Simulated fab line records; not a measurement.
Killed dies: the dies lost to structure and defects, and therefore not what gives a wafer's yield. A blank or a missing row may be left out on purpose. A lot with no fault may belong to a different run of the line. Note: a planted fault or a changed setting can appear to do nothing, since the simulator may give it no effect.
Which of the tools did it? / flow sky130 / Sampling: 15 lots, 45 wafers, 5 of 708 route steps

WHAT THE GAUGES SHOWED, per wafer
SKY_VT_ADJUST_LVTN_TW_MEAS_10.
lot=L285; measured=day 6 22:20; on=film-metro-02; VT_ADJUST_LVTN_TW=247.1 246.1 246.5
lot=L287; measured=day 7 11:46; on=film-metro-03; VT_ADJUST_LVTN_TW=241.1 242.4 240.8
lot=L288; measured=day 7 19:25; on=film-metro-02; VT_ADJUST_LVTN_TW=248.0 246.4 246.2
lot=L291; measured=day 8 11:14; on=film-metro-01; VT_ADJUST_LVTN_TW=30.5 30.6 30.6
lot=L292; measured=day 8 17:22; on=film-metro-02; VT_ADJUST_LVTN_TW=30.5 30.5 30.5
lot=L293; measured=day 8 23:12; on=film-metro-01; VT_ADJUST_LVTN_TW=30.5 30.3 30.4
lot=L294; measured=day 9 06:21; on=film-metro-01; VT_ADJUST_LVTN_TW=242.4 243.6 243.8
lot=L299; measured=day 11 00:03; on=film-metro-01; VT_ADJUST_LVTN_TW=244.5 243.8 245.1
lot=L301; measured=day 11 11:13; on=film-metro-01; VT_ADJUST_LVTN_TW=246.5 244.5 245.0
lot=L302; measured=day 11 12:36; on=film-metro-03; VT_ADJUST_LVTN_TW=242.1 241.0 239.8
lot=L303; measured=day 11 20:05; on=film-metro-02; VT_ADJUST_LVTN_TW=243.4 245.0 244.4
lot=L304; measured=day 12 05:53; on=film-metro-02; VT_ADJUST_LVTN_TW=244.8 246.0 245.4
lot=L305; measured=day 12 12:11; on=film-metro-03; VT_ADJUST_LVTN_TW=244.4 244.1 243.6
lot=L306; measured=day 12 17:38; on=film-metro-01; VT_ADJUST_LVTN_TW=245.1 243.7 243.4
lot=L307; measured=day 12 23:07; on=film-metro-02; VT_ADJUST_LVTN_TW=243.6 244.6 244.3

SKY_SONOS_TUNNEL_CD_MEAS_07 targets a cd of 410 nm.
lot=L285; measured=day 11 10:07; on=cd-sem-02; cd-nm (nm)=407.5 406.7 406.5
lot=L287; measured=day 12 02:38; on=cd-sem-02; cd-nm (nm)=408.0 407.2 409.7
lot=L288; measured=day 12 13:44; on=cd-sem-02; cd-nm (nm)=409.8 408.8 408.7
lot=L294; measured=day 14 07:29; on=cd-sem-02; cd-nm (nm)=412.1 411.4 410.1
lot=L299; measured=day 16 08:34; on=cd-sem-02; cd-nm (nm)=406.0 406.3 406.5
lot=L301; measured=day 16 22:37; on=cd-sem-01; cd-nm (nm)=411.9 412.1 409.8
lot=L302; measured=day 17 00:35; on=cd-sem-02; cd-nm (nm)=408.0 407.7 408.9
lot=L303; measured=day 17 09:11; on=cd-sem-01; cd-nm (nm)=410.3 411.1 410.9
lot=L304; measured=day 17 22:23; on=cd-sem-01; cd-nm (nm)=411.6 413.1 411.8
lot=L305; measured=day 18 04:17; on=cd-sem-02; cd-nm (nm)=406.8 408.4 407.0
lot=L306; measured=day 18 13:38; on=cd-sem-01; cd-nm (nm)=407.1 406.8 408.2
lot=L307; measured=day 18 19:28; on=cd-sem-01; cd-nm (nm)=408.4 406.6 406.4

SKY_POLY_CUT_CD_MEAS_08 targets a cd of 270 nm.
lot=L285; measured=day 24 05:31; on=cd-sem-01; cd-nm (nm)=269.7 269.3 270.1
lot=L287; measured=day 25 03:58; on=cd-sem-02; cd-nm (nm)=267.9 267.0 267.5
lot=L288; measured=day 25 10:52; on=cd-sem-01; cd-nm (nm)=270.5 270.1 270.9
lot=L294; measured=day 27 13:29; on=cd-sem-01; cd-nm (nm)=271.7 270.7 269.7
lot=L299; measured=day 29 13:26; on=cd-sem-01; cd-nm (nm)=271.3 271.6 272.4
lot=L301; measured=day 30 02:49; on=cd-sem-01; cd-nm (nm)=268.0 269.9 268.9
lot=L302; measured=day 30 06:52; on=cd-sem-02; cd-nm (nm)=269.1 269.4 269.0
lot=L303; measured=day 30 13:05; on=cd-sem-02; cd-nm (nm)=270.0 271.0 269.0
lot=L304; measured=day 31 01:04; on=cd-sem-01; cd-nm (nm)=266.4 266.5 268.6
lot=L305; measured=day 31 07:20; on=cd-sem-02; cd-nm (nm)=270.6 271.5 270.0
lot=L306; measured=day 31 12:17; on=cd-sem-02; cd-nm (nm)=270.2 271.1 270.6
lot=L307; measured=day 31 16:37; on=cd-sem-01; cd-nm (nm)=269.3 269.8 269.0

WHICH TOOL RAN EACH LOT (tool, then ch and the chambers of the sampled wafers, then the start)
lot=L285; SKY_VT_ADJUST_LVTN_IMPLANT_08=implanter-04 ch 0, day 6 22:06; SKY_LDD_LDN_STRIP_12=plasma-asher-01 ch 0,1, day 22 21:52
lot=L287; SKY_VT_ADJUST_LVTN_IMPLANT_08=implanter-01 ch 0, day 7 11:31; SKY_LDD_LDN_STRIP_12=plasma-asher-04 ch 0,1, day 23 20:32
lot=L288; SKY_VT_ADJUST_LVTN_IMPLANT_08=implanter-04 ch 0, day 7 19:10; SKY_LDD_LDN_STRIP_12=plasma-asher-01 ch 0,1, day 24 02:59
lot=L291; SKY_VT_ADJUST_LVTN_IMPLANT_08=implanter-01, day 8 10:59; SKY_LDD_LDN_STRIP_12=-
lot=L292; SKY_VT_ADJUST_LVTN_IMPLANT_08=implanter-01, day 8 17:07; SKY_LDD_LDN_STRIP_12=-
lot=L293; SKY_VT_ADJUST_LVTN_IMPLANT_08=implanter-02, day 8 22:57; SKY_LDD_LDN_STRIP_12=-
lot=L294; SKY_VT_ADJUST_LVTN_IMPLANT_08=implanter-02 ch 0, day 9 06:06; SKY_LDD_LDN_STRIP_12=plasma-asher-04 ch 0,1, day 26 07:01
lot=L299; SKY_VT_ADJUST_LVTN_IMPLANT_08=implanter-02 ch 0, day 10 23:48; SKY_LDD_LDN_STRIP_12=plasma-asher-04 ch 0,1, day 28 07:04
lot=L301; SKY_VT_ADJUST_LVTN_IMPLANT_08=implanter-01 ch 0, day 11 10:58; SKY_LDD_LDN_STRIP_12=plasma-asher-02 ch 0,1, day 28 21:38
lot=L302; SKY_VT_ADJUST_LVTN_IMPLANT_08=implanter-04 ch 0, day 11 12:22; SKY_LDD_LDN_STRIP_12=plasma-asher-04 ch 0,1, day 29 00:59
lot=L303; SKY_VT_ADJUST_LVTN_IMPLANT_08=implanter-01 ch 0, day 11 19:50; SKY_LDD_LDN_STRIP_12=plasma-asher-02 ch 0,1, day 29 06:37
lot=L304; SKY_VT_ADJUST_LVTN_IMPLANT_08=implanter-02 ch 0, day 12 05:40; SKY_LDD_LDN_STRIP_12=plasma-asher-01 ch 0,1, day 29 19:10
lot=L305; SKY_VT_ADJUST_LVTN_IMPLANT_08=implanter-02 ch 0, day 12 11:56; SKY_LDD_LDN_STRIP_12=plasma-asher-02 ch 0,1, day 30 00:59
lot=L306; SKY_VT_ADJUST_LVTN_IMPLANT_08=implanter-01 ch 0, day 12 17:23; SKY_LDD_LDN_STRIP_12=plasma-asher-02 ch 1, day 30 06:47
lot=L307; SKY_VT_ADJUST_LVTN_IMPLANT_08=implanter-02 ch 0, day 12 22:52; SKY_LDD_LDN_STRIP_12=plasma-asher-02 ch 0,1, day 30 10:50
- SKY_VT_ADJUST_LVTN_IMPLANT_08
- SKY_LDD_LDN_STRIP_12: strips in O2/N2.

WHAT THE TOOLS THEMSELVES READ (means of the sampled wafers that have a number; where no wafer has one, the mark that the record gives instead)
SKY_VT_ADJUST_LVTN_IMPLANT_08.
lot=L285; tool=implanter-04; beam-energy-keV=29.999; beam-on-s (s)=9.96
lot=L287; tool=implanter-01; beam-energy-keV=30.002; beam-on-s (s)=9.97
lot=L288; tool=implanter-04; beam-energy-keV=30.007; beam-on-s (s)=9.99
lot=L291; tool=implanter-01; beam-energy-keV=-; beam-on-s (s)=-
lot=L292; tool=implanter-01; beam-energy-keV=-; beam-on-s (s)=-
lot=L293; tool=implanter-02; beam-energy-keV=-; beam-on-s (s)=-
lot=L294; tool=implanter-02; beam-energy-keV=29.993; beam-on-s (s)=10.00
lot=L299; tool=implanter-02; beam-energy-keV=30.004; beam-on-s (s)=9.95
lot=L301; tool=implanter-01; beam-energy-keV=30.005; beam-on-s (s)=9.94
lot=L302; tool=implanter-04; beam-energy-keV=29.995; beam-on-s (s)=10.02
lot=L303; tool=implanter-01; beam-energy-keV=29.995; beam-on-s (s)=10.22
lot=L304; tool=implanter-02; beam-energy-keV=30.004; beam-on-s (s)=10.18
lot=L305; tool=implanter-02; beam-energy-keV=30.000; beam-on-s (s)=9.93
lot=L306; tool=implanter-01; beam-energy-keV=30.009; beam-on-s (s)=10.18
lot=L307; tool=implanter-02; beam-energy-keV=30.012; beam-on-s (s)=10.07

SKY_LDD_LDN_STRIP_12.
lot=L285; tool=plasma-asher-01; drypump-motor-current-A (A)=5.8; n2-flow-sccm (sccm)=299.3; oes-product-au (a.u.)=0.719; strip-time-to-endpoint-s (s)=14.18
lot=L287; tool=plasma-asher-04; drypump-motor-current-A (A)=6.4; n2-flow-sccm (sccm)=300.6; oes-product-au (a.u.)=0.716; strip-time-to-endpoint-s (s)=14.16
lot=L288; tool=plasma-asher-01; drypump-motor-current-A (A)=5.8; n2-flow-sccm (sccm)=300.2; oes-product-au (a.u.)=0.720; strip-time-to-endpoint-s (s)=14.13
lot=L294; tool=plasma-asher-04; drypump-motor-current-A (A)=6.4; n2-flow-sccm (sccm)=300.1; oes-product-au (a.u.)=0.712; strip-time-to-endpoint-s (s)=14.18
lot=L299; tool=plasma-asher-04; drypump-motor-current-A (A)=6.4; n2-flow-sccm (sccm)=300.3; oes-product-au (a.u.)=0.717; strip-time-to-endpoint-s (s)=14.19
lot=L301; tool=plasma-asher-02; drypump-motor-current-A (A)=5.5; n2-flow-sccm (sccm)=300.8; oes-product-au (a.u.)=0.714; strip-time-to-endpoint-s (s)=14.16
lot=L302; tool=plasma-asher-04; drypump-motor-current-A (A)=6.4; n2-flow-sccm (sccm)=300.1; oes-product-au (a.u.)=0.717; strip-time-to-endpoint-s (s)=14.16
lot=L303; tool=plasma-asher-02; drypump-motor-current-A (A)=6.0; n2-flow-sccm (sccm)=300.0; oes-product-au (a.u.)=0.711; strip-time-to-endpoint-s (s)=14.15
lot=L304; tool=plasma-asher-01; drypump-motor-current-A (A)=5.8; n2-flow-sccm (sccm)=300.1; oes-product-au (a.u.)=0.720; strip-time-to-endpoint-s (s)=14.17
lot=L305; tool=plasma-asher-02; drypump-motor-current-A (A)=5.4; n2-flow-sccm (sccm)=299.4; oes-product-au (a.u.)=0.718; strip-time-to-endpoint-s (s)=14.13
lot=L306; tool=plasma-asher-02; drypump-motor-current-A (A)=4.9; n2-flow-sccm (sccm)=300.4; oes-product-au (a.u.)=0.716; strip-time-to-endpoint-s (s)=14.18
lot=L307; tool=plasma-asher-02; drypump-motor-current-A (A)=6.0; n2-flow-sccm (sccm)=300.3; oes-product-au (a.u.)=0.716; strip-time-to-endpoint-s (s)=14.14

THE ANSWER, worked out from the rows above alone
Rule: the lots themselves supply what counts as usual. Put in order of their means at a reading, lots are off if they are a third of the lots or fewer, leave a main group of 4 or more, and stand apart from it by a gap of 3 or more times the standard deviation of the main group's means; of several such gaps the widest counts. A main group whose means are all the same, to the digits that the tables above print for the reading, isn't used. A lot without any number at a reading at which 4 lots or more have one is off too. All remaining lots with rows at the step are treated as sound. The gauges are gone through in route order, then the tools' own readings, and for those a lot's mean is taken as printed above. At the first step where some lot is off, the reading lying furthest off is the one used; lots without a number count as furthest.
Off: at SKY_VT_ADJUST_LVTN_TW_MEAS_10 (VT_ADJUST_LVTN_TW), L291, L292, L293. The main group has a mean of 244.2 with a standard deviation of 1.7.
If a tool, at a process step before that reading, ran all the lots that are off and no sound lot after the first of them, it fits. Not tried: the gauges at SKY_VT_ADJUST_LVTN_TW_MEAS_10; whatever is off there is also off at SKY_VT_ADJUST_LVTN_IMPLANT_08, on other tools, and gauge error can't account for it. Of those tried, none fits.

WHAT THE SIMULATOR HAD INSERTED
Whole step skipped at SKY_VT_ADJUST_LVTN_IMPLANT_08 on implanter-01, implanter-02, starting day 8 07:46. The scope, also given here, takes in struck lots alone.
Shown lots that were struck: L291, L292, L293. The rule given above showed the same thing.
